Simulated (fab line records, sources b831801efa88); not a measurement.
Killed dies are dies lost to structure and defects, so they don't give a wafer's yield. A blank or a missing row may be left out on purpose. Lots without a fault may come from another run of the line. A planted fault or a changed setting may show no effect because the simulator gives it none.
Which tool did it? | flow sky130 | 24 lots, 72 wafers sampled, at 6 steps of a route of 708

WHAT THE GAUGES READ, wafer by wafer
SKY_METAL3_CD_MEAS_13: target cd 300 nm. Usual: cd_nm 300.3 nm, standard deviation 1.4.
lot  | measured     | on        | cd_nm (nm)        | flag
L074 | day 38 08:28 | cd_sem-02 | 300.8 301.0 300.9 |
L075 | day 38 15:08 | cd_sem-01 | 298.9 297.2 297.8 |
L076 | day 38 23:52 | cd_sem-01 | 299.3 300.5 301.2 |
L077 | day 39 11:56 | cd_sem-02 | 299.8 300.4 300.5 |
L078 | day 39 12:55 | cd_sem-02 | 302.7 301.9 301.9 |
L079 | day 40 01:41 | cd_sem-02 | 302.5 301.1 299.9 |
L080 | day 40 12:28 | cd_sem-01 | 299.1 299.7 297.2 |
L081 | day 40 15:44 | cd_sem-02 | 299.2 300.3 301.3 |
L082 | day 40 22:49 | cd_sem-01 | 299.4 300.4 299.5 |
L083 | day 41 07:32 | cd_sem-02 | 302.7 303.5 302.4 |
L084 | day 41 14:19 | cd_sem-02 | 298.7 299.2 300.9 |
L085 | day 41 16:07 | cd_sem-01 | 301.1 300.5 298.9 |
L086 | day 42 02:04 | cd_sem-01 | 297.3 300.3 300.0 |
L087 | day 42 11:46 | cd_sem-02 | 299.5 300.6 300.0 |
L088 | day 42 22:22 | cd_sem-01 | 300.7 300.3 299.7 |
L089 | day 43 06:36 | cd_sem-02 | 299.4 299.8 300.6 |
L090 | day 43 13:22 | cd_sem-02 | 300.7 298.8 300.1 |
L091 | day 44 01:55 | cd_sem-02 | 302.7 301.6 301.8 |
L092 | day 44 03:55 | cd_sem-01 | 301.8 301.1 300.4 |
L093 | day 44 09:26 | cd_sem-02 | 298.9 299.4 299.0 |
L094 | day 44 10:07 | cd_sem-02 | 299.4 298.7 297.9 |
L095 | day 44 16:04 | cd_sem-02 | 302.8 302.6 301.8 |
L097 | day 44 21:46 | cd_sem-02 | 300.1 299.5 298.9 |
L096 | day 45 00:37 | cd_sem-02 | 301.2 300.4 301.6 |

SKY_CAP2M_OVL_MEAS_12. Usual: CAP2M_OVL -0.2 nm, standard deviation 1.4.
lot  | measured     | on         | CAP2M_OVL (nm) | flag
L074 | day 40 13:14 | overlay-02 | 2.0 2.4 1.8    |
L075 | day 40 20:24 | overlay-02 | -0.6 -0.1 -0.1 |
L076 | day 41 05:06 | overlay-02 | -0.2 0.5 0.7   |
L077 | day 41 15:33 | overlay-02 | -1.1 0.5 -0.3  |
L078 | day 41 16:11 | overlay-02 | -1.8 -2.3 -1.6 |
L079 | day 42 04:37 | overlay-01 | -0.4 -0.5 0.0  |
L080 | day 42 15:22 | overlay-01 | -1.7 -1.7 -1.7 |
L081 | day 42 17:46 | overlay-02 | -0.9 -2.6 -1.1 |
L082 | day 43 01:09 | overlay-02 | -3.1 -1.3 -1.4 |
L083 | day 43 09:35 | overlay-02 | 1.0 0.3 0.8    |
L084 | day 43 16:24 | overlay-02 | 0.4 -1.2 -0.8  |
L085 | day 43 18:11 | overlay-01 | 0.6 1.7 1.0    |
L086 | day 44 02:45 | overlay-02 | 1.1 -0.2 1.1   |
L087 | day 44 12:16 | overlay-01 | -3.7 -2.6 -1.4 |
L088 | day 44 22:44 | overlay-01 | -1.5 -1.8 -3.1 |
L089 | day 45 05:26 | overlay-02 | 0.5 1.1 1.8    |
L090 | day 45 13:07 | overlay-01 | -1.3 -0.8 -0.7 |
L091 | day 46 01:03 | overlay-02 | -1.3 -0.5 -0.5 |
L092 | day 46 01:59 | overlay-02 | -0.7 1.3 0.1   |
L093 | day 46 06:58 | overlay-02 | 0.1 0.2 1.3    |
L094 | day 46 07:26 | overlay-02 | -3.3 0.7 -0.3  |
L095 | day 46 14:09 | overlay-01 | 2.3 2.6 2.5    |
L097 | day 46 19:27 | overlay-01 | 0.5 0.3 1.7    |
L096 | day 46 21:35 | overlay-01 | -0.6 -0.3 -1.8 |

SKY_PAD_OPEN_BOW_MEAS_13. Usual: PAD_OPEN_BOW 45 um, standard deviation 8.3.
lot  | measured     | on            | PAD_OPEN_BOW (um) | flag
L074 | day 45 13:13 | film_metro-02 | 45 54 36          |
L075 | day 45 20:25 | film_metro-02 | 38 46 45          |
L076 | day 46 04:14 | film_metro-02 | 51 65 54          |
L077 | day 46 11:26 | film_metro-02 | 64 52 57          |
L078 | day 46 14:13 | film_metro-04 | 58 49 44          |
L079 | day 47 01:05 | film_metro-01 | 45 42 44          |
L080 | day 47 09:19 | film_metro-04 | 48 44 49          |
L081 | day 47 12:03 | film_metro-02 | 48 51 42          |
L082 | day 47 16:57 | film_metro-02 | 48 32 51          |
L083 | day 47 23:40 | film_metro-04 | 43 41 48          |
L084 | day 48 06:31 | film_metro-04 | 31 54 46          |
L085 | day 48 08:30 | film_metro-02 | 42 41 34          |
L086 | day 48 15:55 | film_metro-04 | 42 46 45          |
L087 | day 48 22:40 | film_metro-04 | 39 42 33          |
L088 | day 49 08:52 | film_metro-04 | 54 61 53          |
L089 | day 49 13:25 | film_metro-02 | 36 44 53          |
L090 | day 49 20:28 | film_metro-01 | 44 38 37          |
L091 | day 50 06:25 | film_metro-01 | 48 54 40          |
L092 | day 50 06:16 | film_metro-04 | 53 49 61          |
L093 | day 50 09:42 | film_metro-01 | 53 48 57          |
L094 | day 50 11:28 | film_metro-01 | 38 51 40          |
L095 | day 50 15:57 | film_metro-04 | 40 46 32          |
L097 | day 50 19:16 | film_metro-04 | 36 45 50          |
L096 | day 50 21:30 | film_metro-04 | 43 38 33          |

WHICH TOOL RAN EACH LOT (tool, then ch and the chambers of the sampled wafers, then the start)
lot  | SKY_CAPM_METAL_ETCH_13            | SKY_METAL4_SPUTTER_00        | SKY_METAL4_SPUTTER_01
L074 | rie_metal-03 ch 1, day 37 06:22   | pvd_sputter-02, day 39 12:42 | pvd_sputter-02, day 39 12:43
L075 | rie_metal-03 ch 1, day 37 12:11   | pvd_sputter-04, day 39 19:11 | pvd_sputter-04, day 39 19:13
L076 | rie_metal-01 ch 1, day 37 21:43   | pvd_sputter-04, day 40 04:10 | pvd_sputter-04, day 40 04:12
L077 | rie_metal-01 ch 1, day 38 10:32   | pvd_sputter-03, day 40 15:07 | pvd_sputter-03, day 40 15:08
L078 | rie_metal-02 ch 1, day 38 11:10   | pvd_sputter-04, day 40 16:17 | pvd_sputter-04, day 40 16:19
L079 | rie_metal-01 ch 0,1, day 39 00:16 | pvd_sputter-04, day 41 04:50 | pvd_sputter-04, day 41 04:52
L080 | rie_metal-03 ch 0,1, day 39 11:37 | pvd_sputter-03, day 41 15:59 | pvd_sputter-03, day 41 16:01
L081 | rie_metal-01 ch 0,1, day 39 15:07 | pvd_sputter-02, day 41 18:35 | pvd_sputter-02, day 41 18:37
L082 | rie_metal-02 ch 0,1, day 39 21:52 | pvd_sputter-04, day 42 02:02 | pvd_sputter-04, day 42 02:04
L083 | rie_metal-03 ch 0,1, day 40 06:31 | pvd_sputter-02, day 42 10:38 | pvd_sputter-02, day 42 10:40
L084 | rie_metal-02 ch 0,1, day 40 13:26 | pvd_sputter-04, day 42 16:53 | pvd_sputter-04, day 42 16:55
L085 | rie_metal-01 ch 0,1, day 40 15:28 | pvd_sputter-04, day 42 19:10 | pvd_sputter-04, day 42 19:11
L086 | rie_metal-02 ch 0,1, day 41 01:05 | pvd_sputter-04, day 43 04:25 | pvd_sputter-04, day 43 04:26
L087 | rie_metal-03 ch 0, day 41 11:04   | pvd_sputter-04, day 43 13:49 | pvd_sputter-04, day 43 13:50
L088 | rie_metal-02 ch 0, day 41 22:53   | pvd_sputter-03, day 44 00:16 | pvd_sputter-03, day 44 00:17
L089 | rie_metal-01 ch 0,1, day 42 07:04 | pvd_sputter-04, day 44 07:52 | pvd_sputter-04, day 44 07:53
L090 | rie_metal-01 ch 0,1, day 42 14:05 | pvd_sputter-03, day 44 14:28 | pvd_sputter-03, day 44 14:29
L091 | rie_metal-02 ch 1, day 43 03:07   | pvd_sputter-02, day 45 03:42 | pvd_sputter-02, day 45 03:43
L092 | rie_metal-02 ch 0,1, day 43 04:26 | pvd_sputter-02, day 45 05:00 | pvd_sputter-02, day 45 05:01
L093 | rie_metal-01 ch 0,1, day 43 10:23 | pvd_sputter-04, day 45 10:20 | pvd_sputter-04, day 45 10:21
L094 | rie_metal-03 ch 0,1, day 43 11:37 | pvd_sputter-03, day 45 10:56 | pvd_sputter-03, day 45 10:57
L095 | rie_metal-01 ch 0,1, day 43 16:49 | pvd_sputter-02, day 45 17:12 | pvd_sputter-02, day 45 17:13
L097 | rie_metal-03 ch 0,1, day 43 23:50 | pvd_sputter-04, day 45 22:29 | pvd_sputter-04, day 45 22:31
L096 | rie_metal-01 ch 0,1, day 44 02:32 | pvd_sputter-02, day 46 01:01 | pvd_sputter-02, day 46 01:02
- SKY_CAPM_METAL_ETCH_13: etches TiN in Cl2/BCl3, stops on SiO2, target depth 220 nm, time 62.9 s.
- SKY_METAL4_SPUTTER_00: material Ti, target thk 15 nm, time 10 s.
- SKY_METAL4_SPUTTER_01: material TiN, target thk 20 nm, time 16.7 s.

WHAT THE TOOLS THEMSELVES READ (means of the sampled wafers that have a number; where no wafer has one, the mark that the record gives instead)
SKY_CAPM_METAL_ETCH_13. Usual: chamber_pressure_mTorr 10.000 mTorr, standard deviation 0.0083; drypump_motor_current_A 5.7 A, standard deviation 0.38; oes_product_au 0.939 a.u., standard deviation 0.007; throttle_valve_pct 21.902 %, standard deviation 0.0094.
lot  | tool         | chamber_pressure_mTorr (mTorr) | drypump_motor_current_A (A) | oes_product_au (a.u.) | throttle_valve_pct (%) | flag
L074 | rie_metal-03 | 10.003                         | 6.0                         | 0.949                 | 21.897                 |
L075 | rie_metal-03 | 10.004                         | 6.0                         | 0.936                 | 21.906                 |
L076 | rie_metal-01 | 10.003                         | 5.3                         | 0.935                 | 21.905                 |
L077 | rie_metal-01 | 10.000                         | 5.3                         | 0.937                 | 21.908                 |
L078 | rie_metal-02 | 10.007                         | 5.4                         | 0.945                 | 21.893                 |
L079 | rie_metal-01 | 10.008                         | 6.0                         | 0.935                 | 21.907                 |
L080 | rie_metal-03 | 9.998                          | 5.8                         | 0.943                 | 21.900                 |
L081 | rie_metal-01 | 9.995                          | 6.0                         | 0.936                 | 21.904                 |
L082 | rie_metal-02 | 9.997                          | 5.5                         | 0.942                 | 21.904                 |
L083 | rie_metal-03 | 9.996                          | 5.8                         | 0.940                 | 21.902                 |
L084 | rie_metal-02 | 10.001                         | 5.6                         | 0.933                 | 21.900                 |
L085 | rie_metal-01 | 9.995                          | 6.0                         | 0.940                 | 21.904                 |
L086 | rie_metal-02 | 9.992                          | 5.6                         | 0.936                 | 21.903                 |
L087 | rie_metal-03 | 10.001                         | 5.7                         | 0.933                 | 21.906                 |
L088 | rie_metal-02 | 9.998                          | 5.7                         | 0.937                 | 21.902                 |
L089 | rie_metal-01 | 10.007                         | 5.7                         | 0.938                 | 21.899                 |
L090 | rie_metal-01 | 9.999                          | 5.7                         | 0.931                 | 21.905                 |
L091 | rie_metal-02 | 9.999                          | 5.4                         | 0.941                 | 21.896                 |
L092 | rie_metal-02 | 10.007                         | 5.5                         | 0.941                 | 21.897                 |
L093 | rie_metal-01 | 10.000                         | 5.6                         | 0.944                 | 21.902                 |
L094 | rie_metal-03 | 10.001                         | 5.8                         | 0.944                 | 21.900                 |
L095 | rie_metal-01 | 9.997                          | 5.7                         | 0.929                 | 21.908                 |
L097 | rie_metal-03 | 10.002                         | 5.8                         | 0.942                 | 21.896                 |
L096 | rie_metal-01 | 10.012                         | 5.6                         | 0.934                 | 21.906                 |

SKY_METAL4_SPUTTER_00. Usual: throttle_valve_pct 30.0 %, standard deviation 1.5.
lot  | tool           | throttle_valve_pct (%) | flag
L074 | pvd_sputter-02 | 31.5                   |
L075 | pvd_sputter-04 | 28.9                   |
L076 | pvd_sputter-04 | 28.9                   |
L077 | pvd_sputter-03 | 30.0                   |
L078 | pvd_sputter-04 | 29.7                   |
L079 | pvd_sputter-04 | 29.0                   |
L080 | pvd_sputter-03 | 30.8                   |
L081 | pvd_sputter-02 | 31.5                   |
L082 | pvd_sputter-04 | 30.0                   |
L083 | pvd_sputter-02 | 30.3                   |
L084 | pvd_sputter-04 | 30.0                   |
L085 | pvd_sputter-04 | 28.9                   |
L086 | pvd_sputter-04 | 28.3                   |
L087 | pvd_sputter-04 | 29.0                   |
L088 | pvd_sputter-03 | 30.4                   |
L089 | pvd_sputter-04 | 29.9                   |
L090 | pvd_sputter-03 | 29.2                   |
L091 | pvd_sputter-02 | 30.7                   |
L092 | pvd_sputter-02 | 30.5                   |
L093 | pvd_sputter-04 | 29.2                   |
L094 | pvd_sputter-03 | 29.3                   |
L095 | pvd_sputter-02 | 30.6                   |
L097 | pvd_sputter-04 | 28.1                   |
L096 | pvd_sputter-02 | 32.4                   |

SKY_METAL4_SPUTTER_01. Usual: throttle_valve_pct 30.0 %, standard deviation 1.5.
lot  | tool           | throttle_valve_pct (%) | flag
L074 | pvd_sputter-02 | 31.7                   |
L075 | pvd_sputter-04 | 28.9                   |
L076 | pvd_sputter-04 | 29.2                   |
L077 | pvd_sputter-03 | 29.9                   |
L078 | pvd_sputter-04 | 30.0                   |
L079 | pvd_sputter-04 | 28.8                   |
L080 | pvd_sputter-03 | 30.8                   |
L081 | pvd_sputter-02 | 31.5                   |
L082 | pvd_sputter-04 | 29.9                   |
L083 | pvd_sputter-02 | 30.4                   |
L084 | pvd_sputter-04 | 29.9                   |
L085 | pvd_sputter-04 | 29.0                   |
L086 | pvd_sputter-04 | 28.2                   |
L087 | pvd_sputter-04 | 29.2                   |
L088 | pvd_sputter-03 | 30.5                   |
L089 | pvd_sputter-04 | 29.6                   |
L090 | pvd_sputter-03 | 29.3                   |
L091 | pvd_sputter-02 | 30.5                   |
L092 | pvd_sputter-02 | 30.4                   |
L093 | pvd_sputter-04 | 29.1                   |
L094 | pvd_sputter-03 | 29.4                   |
L095 | pvd_sputter-02 | 30.5                   |
L097 | pvd_sputter-04 | 28.2                   |
L096 | pvd_sputter-02 | 32.4                   |

THE ANSWER, worked out from the rows above alone
Rule: a lot is off if the mean of its wafers that have a number lies more than 3 standard deviations from the usual mean. A lot without any number at a reading at which 4 lots or more have one is off too. The other lots that the step has rows for count as sound. The gauges are gone through in route order, then the tools' own readings, and for those a lot's mean is taken as printed above. The first step at which some lot is off is used, and at that step the reading that is off furthest; a lot without a number counts as furthest.
No lot is off at any reading shown: from this, nothing can be told.

WHAT THE SIMULATOR HAD PUT IN
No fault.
